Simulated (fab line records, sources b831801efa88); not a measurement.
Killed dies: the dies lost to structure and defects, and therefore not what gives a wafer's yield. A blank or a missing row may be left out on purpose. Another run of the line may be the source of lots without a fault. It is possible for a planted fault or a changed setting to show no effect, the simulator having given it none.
2 desks looking at one fault / flow gf180mcu / every desk sees just its own numbers, and what lay behind them comes last

## FROM THE METROLOGY DESK
Lot by lot, what the gauges showed, no matter which tool ran the lot: averages of those sampled wafers that carry a number. Marked OUT: a lot whose mean sits more than 4 standard deviations from the usual mean, which makes it out of limits; the brackets give that distance.
Columns: A = STI_CVD_03_THK at GF_STI_THK_MEAS_04, usual 206.7 nm; B = MVPSD_OVL at GF_MVPSD_OVL_MEAS_07, usual 0.0 nm; C = VT_IMPLANT_02_OVL at GF_VT_IMPLANT_OVL_MEAS_29, usual -0.1 nm
lot=L722; first seen here=day 1 14:34; A=204.3; B=-1.5; C=-0.9
lot=L723; first seen here=day 1 18:34; A=204.1; B=-0.7; C=2.6
lot=L724; first seen here=day 2 00:22; A=204.5; B=-0.8; C=1.5
lot=L730; first seen here=day 3 06:51; A=215.9 (+4.4) OUT; B=-1.4; C=-2.0
lot=L742; first seen here=day 5 20:13; A=206.7; B=0.4; C=-1.7
lot=L744; first seen here=day 6 04:29; A=209.8; B=-0.2; C=-0.1
lot=L745; first seen here=day 6 09:17; A=208.5; B=0.7; C=-1.7
This desk reports L730 out of limits; the earliest was L730 at day 3 06:51 (STI_CVD_03_THK at GF_STI_THK_MEAS_04). In limits: L722, L723, L724, L742, L744, L745.

## DESK OF THE TOOL OWNER: lpcvd-01
The tool's own readings at GF_STI_CVD_03 (deposits Si3N4 from DCS/NH3, target thk 207.16 nm, time 3551 s): means of the sampled wafers that have a number, for each lot that ran on this tool. Marked OUT: a lot whose mean sits more than 4 standard deviations from the usual mean, which makes it out of limits; the brackets give that distance.
Columns: A = spike-tc-top-C at GF_STI_CVD_03, usual 785.3 C
lot=L722; first seen here=day 1 11:34; A=786.6
lot=L723; first seen here=day 1 16:34; A=786.1
lot=L724; first seen here=day 1 22:23; A=785.2
lot=L730; first seen here=day 3 04:52; A=784.8
lot=L745; first seen here=day 6 07:17; A=785.4
Finding of this desk: none of the 5 lots has anything out of limits.

## PUT TOGETHER
The metrology desk could have raised an alarm at day 3 06:51, on L730.
Nothing out of limits was seen by the tool owner's desk.
Tool owner's desk: L730 on record, inside its limits.
On lpcvd-01, each named lot ran GF_STI_CVD_03.

## WHAT THE SIMULATOR HAD INSERTED
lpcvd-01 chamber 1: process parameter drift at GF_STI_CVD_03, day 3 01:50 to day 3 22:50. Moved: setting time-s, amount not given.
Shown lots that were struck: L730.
Hours from the fault's start to each desk's first reading out of limits: the metrology desk, 5.
